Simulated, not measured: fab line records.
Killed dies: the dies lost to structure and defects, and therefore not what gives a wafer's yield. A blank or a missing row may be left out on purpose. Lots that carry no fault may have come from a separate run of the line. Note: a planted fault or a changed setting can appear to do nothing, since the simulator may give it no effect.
Struck lot and sound lot, side by side -- flow gf180mcu -- 6 steps out of a route of 602
Sound: these wafers, L569.3, L569.5, L569.6. Struck: wafers L586.1, L586.2, L586.4. Last of all comes the cause.
Order at every step that has rows: each side's tool, ch and its chambers, its first start. Under that, the readings that differ: sound wafers -- struck wafers -- difference of the means -- sigmas: that difference in standard deviations of wafers without a fault.
alike: a reading whose means differ by less than 2 such deviations, as well as words and numbers matching on both sides. not compared: withheld readings; readings where some wafer has no value; bounds like >300 that might hide an equal value; numbers whose values overlap and for which the record gives no deviation.
Wherever a step has rows on one side only, a row that says differs or no value, or a row with sigmas, the two part there. Numbers that have no deviation but don't overlap get no sigmas and don't part them. A reading missing from all wafers of one side parts the sides only when that side holds two or more wafers.

GF_STI_BOW_MEAS_00:
  sound on film_metro-01 at day 2 06:02; struck on film_metro-03 at day 5 19:00
  alike: INCOMING_BOW
then, 1 step without rows for these wafers: GF_STI_OXIDATION_01 (stabilise 600 s, purge 300 s, target thk 10 nm).
GF_STI_THK_MEAS_02:
  sound on film_metro-01 at day 2 08:02; struck on film_metro-01 at day 5 21:52
  alike: STI_OXIDATION_THK
GF_STI_CVD_03: deposits Si3N4 from DCS/NH3, target thk 207.16 nm, time 3551 s.
  sound on lpcvd-02 ch 0, day 2 08:04; struck on lpcvd-01 ch 1, day 5 21:56
reading,sound,struck,difference,sigmas
spike_tc_bottom_C (C),789.2 787.9 787.9,822.2 820.3 822.6,+33.4,+24
spike_tc_centre_C (C),771.3 770.6 770.5,804.7 803.9 802.9,+33.0,+33
spike_tc_lower_C (C),769.2 773.2 771.2,805.6 804.5 802.4,+33.0,+27
spike_tc_top_C (C),784.0 784.7 783.8,816.9 817.7 818.8,+33.6,+26
spike_tc_upper_C (C),770.2 772.2 771.2,803.2 803.6 805.4,+32.9,+23
susceptor_temp_C (C),769.6 769.7 770.1,803.3 803.3 803.7,+33.6,+99 or more
zone_power_top_pct (%),24.6 24.6 24.7,28.2 28.2 27.6,+3.4,+5
model.Si3N4_of_STI_CVD_03.thk_nm (nm),207.9 208.9 210.4,361.4 361.2 362.4,+152.6,
GF_STI_THK_MEAS_04:
  sound on film_metro-03 at day 2 10:05; struck on film_metro-04 at day 6 00:08
reading,sound,struck,difference,sigmas
STI_CVD_03_THK (nm),207.8 208.8 210.4,361.3 361.4 362.3,+152.7,+73
  not compared: hold
GF_PASSIVATION_PROBE_99:
  the record has rows for the sound wafers here (prober-02, day 30 13:38) and none for the struck ones

## WHERE THEY PART
First at GF_STI_CVD_03; last, within this record, at GF_PASSIVATION_PROBE_99.

WHY: the cause the simulator had injected
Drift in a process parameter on lpcvd-01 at GF_STI_CVD_03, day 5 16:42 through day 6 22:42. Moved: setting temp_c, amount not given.
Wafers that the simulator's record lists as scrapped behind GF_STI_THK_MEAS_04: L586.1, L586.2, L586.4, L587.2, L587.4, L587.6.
